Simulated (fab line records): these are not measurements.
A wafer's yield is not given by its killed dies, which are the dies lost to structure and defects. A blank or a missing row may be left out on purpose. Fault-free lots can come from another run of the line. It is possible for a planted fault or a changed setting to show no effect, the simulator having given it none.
Tool commonality check || flow gf180mcu || 12 lots, 42 wafers sampled

THE REASON FOR OPENING IT
Of 12 lots, 2 have the reading M1_ALCU_RS flagged at GF_M1_RS_MEAS_05. Fault-free wafers read 0.0695 ohm/sq, with a standard deviation of 0.00065.
Rule: flag the lot when none of its wafers has a number, or when each of its wafers that has one lies beyond 4 standard deviations from that mean. As for the other lots, they are considered sound.

{"lot": "L892", "measured": "day 16 14:04", "on": "film_metro-04", "M1_ALCU_RS (ohm/sq), wafer by wafer": "0.0695 0.0701 0.0697", "flag": ""}
{"lot": "L893", "measured": "day 16 16:35", "on": "film_metro-04", "M1_ALCU_RS (ohm/sq), wafer by wafer": "0.0693 0.0704 0.0701", "flag": ""}
{"lot": "L894", "measured": "day 17 03:10", "on": "film_metro-02", "M1_ALCU_RS (ohm/sq), wafer by wafer": "0.0695 0.0689 0.0694", "flag": ""}
{"lot": "L898", "measured": "day 18 08:16", "on": "film_metro-01", "M1_ALCU_RS (ohm/sq), wafer by wafer": "0.0698 0.0704 0.0703", "flag": ""}
{"lot": "L901", "measured": "day 19 11:26", "on": "film_metro-04", "M1_ALCU_RS (ohm/sq), wafer by wafer": "0.1139 0.1144 0.1148 0.1137 0.1147 0.1147", "flag": "FLAGGED"}
{"lot": "L904", "measured": "day 20 15:39", "on": "film_metro-04", "M1_ALCU_RS (ohm/sq), wafer by wafer": "0.1127 0.1134 0.1151 0.1126 0.1134 0.1148", "flag": "FLAGGED"}
{"lot": "L906", "measured": "day 21 07:53", "on": "film_metro-04", "M1_ALCU_RS (ohm/sq), wafer by wafer": "0.0692 0.0697 0.0697", "flag": ""}
{"lot": "L911", "measured": "day 23 01:32", "on": "film_metro-02", "M1_ALCU_RS (ohm/sq), wafer by wafer": "0.0701 0.0694 0.0705", "flag": ""}
{"lot": "L912", "measured": "day 23 06:30", "on": "film_metro-04", "M1_ALCU_RS (ohm/sq), wafer by wafer": "0.0693 0.0677 0.0688", "flag": ""}
{"lot": "L913", "measured": "day 23 23:31", "on": "film_metro-02", "M1_ALCU_RS (ohm/sq), wafer by wafer": "0.0698 0.0695 0.0700", "flag": ""}
{"lot": "L914", "measured": "day 24 01:34", "on": "film_metro-04", "M1_ALCU_RS (ohm/sq), wafer by wafer": "0.0687 0.0678 0.0690", "flag": ""}
{"lot": "L915", "measured": "day 24 07:12", "on": "film_metro-01", "M1_ALCU_RS (ohm/sq), wafer by wafer": "0.0693 0.0698 0.0694", "flag": ""}
The mean of the flagged lots' numbers is 0.1140 ohm/sq, +0.0445 ohm/sq from the usual (+68 standard deviations).

WHICH TOOL EACH LOT WENT THROUGH
The record holds 1 process step before the reading, out of a route of 602 steps. Each cell gives the tool, then ch followed by the chambers the sampled wafers passed through, then the start.
{"lot": "L892", "flag": "", "GF_M1_SPUTTER_02": "pvd_sputter-01, day 16 13:57"}
{"lot": "L893", "flag": "", "GF_M1_SPUTTER_02": "pvd_sputter-03, day 16 16:30"}
{"lot": "L894", "flag": "", "GF_M1_SPUTTER_02": "pvd_sputter-01, day 17 03:05"}
{"lot": "L898", "flag": "", "GF_M1_SPUTTER_02": "pvd_sputter-04, day 18 08:10"}
{"lot": "L901", "flag": "FLAGGED", "GF_M1_SPUTTER_02": "pvd_sputter-01, day 19 11:20"}
{"lot": "L904", "flag": "FLAGGED", "GF_M1_SPUTTER_02": "pvd_sputter-01, day 20 15:34"}
{"lot": "L906", "flag": "", "GF_M1_SPUTTER_02": "pvd_sputter-04, day 21 07:47"}
{"lot": "L911", "flag": "", "GF_M1_SPUTTER_02": "pvd_sputter-03, day 23 01:26"}
{"lot": "L912", "flag": "", "GF_M1_SPUTTER_02": "pvd_sputter-04, day 23 06:25"}
{"lot": "L913", "flag": "", "GF_M1_SPUTTER_02": "pvd_sputter-01, day 23 23:23"}
{"lot": "L914", "flag": "", "GF_M1_SPUTTER_02": "pvd_sputter-04, day 24 01:28"}
{"lot": "L915", "flag": "", "GF_M1_SPUTTER_02": "pvd_sputter-03, day 24 07:05"}
These steps, and what they do:
- GF_M1_SPUTTER_02: material AlCu, target thk 450 nm, time 23.9 s.
- GF_M1_RS_MEAS_05: measures by four-point-probe.

FLAGGED OVER TOTAL, TOOL BY TOOL (the gauges that took the reading come last)
{"step": "GF_M1_SPUTTER_02", "tool": "pvd_sputter-01", "lots run": 5, "flagged": 2, "share of the flagged lots": "all", "sound lots run after its first flagged lot": "1 (L913)"}
{"step": "GF_M1_SPUTTER_02", "tool": "pvd_sputter-03", "lots run": 3, "flagged": 0, "share of the flagged lots": "none", "sound lots run after its first flagged lot": "-"}
{"step": "GF_M1_SPUTTER_02", "tool": "pvd_sputter-04", "lots run": 4, "flagged": 0, "share of the flagged lots": "none", "sound lots run after its first flagged lot": "-"}
{"step": "GF_M1_RS_MEAS_05", "tool": "film_metro-01", "lots run": 2, "flagged": 0, "share of the flagged lots": "none", "sound lots run after its first flagged lot": "-"}
{"step": "GF_M1_RS_MEAS_05", "tool": "film_metro-02", "lots run": 3, "flagged": 0, "share of the flagged lots": "none", "sound lots run after its first flagged lot": "-"}
{"step": "GF_M1_RS_MEAS_05", "tool": "film_metro-04", "lots run": 7, "flagged": 2, "share of the flagged lots": "all", "sound lots run after its first flagged lot": "3 (L906,L912,L914)"}

WHAT THE TABLE PERMITS
In 2 table rows, all flagged lots were run: pvd_sputter-01 (GF_M1_SPUTTER_02), film_metro-04 (GF_M1_RS_MEAS_05).
- pvd_sputter-01 at GF_M1_SPUTTER_02 ran 5 lots, 2 of them flagged. After the first flagged lot (L913), sound lots still ran on it; a lasting fault on the whole tool would not permit that.
- film_metro-04 at GF_M1_RS_MEAS_05 ran 7 lots, 2 of them flagged. After the first flagged lot (L906, L912, L914), sound lots still ran on it; a lasting fault on the whole tool would not permit that.
Not one row of the table ran every flagged lot while running no sound lot after the first.

WHAT THE SIMULATOR PUT IN
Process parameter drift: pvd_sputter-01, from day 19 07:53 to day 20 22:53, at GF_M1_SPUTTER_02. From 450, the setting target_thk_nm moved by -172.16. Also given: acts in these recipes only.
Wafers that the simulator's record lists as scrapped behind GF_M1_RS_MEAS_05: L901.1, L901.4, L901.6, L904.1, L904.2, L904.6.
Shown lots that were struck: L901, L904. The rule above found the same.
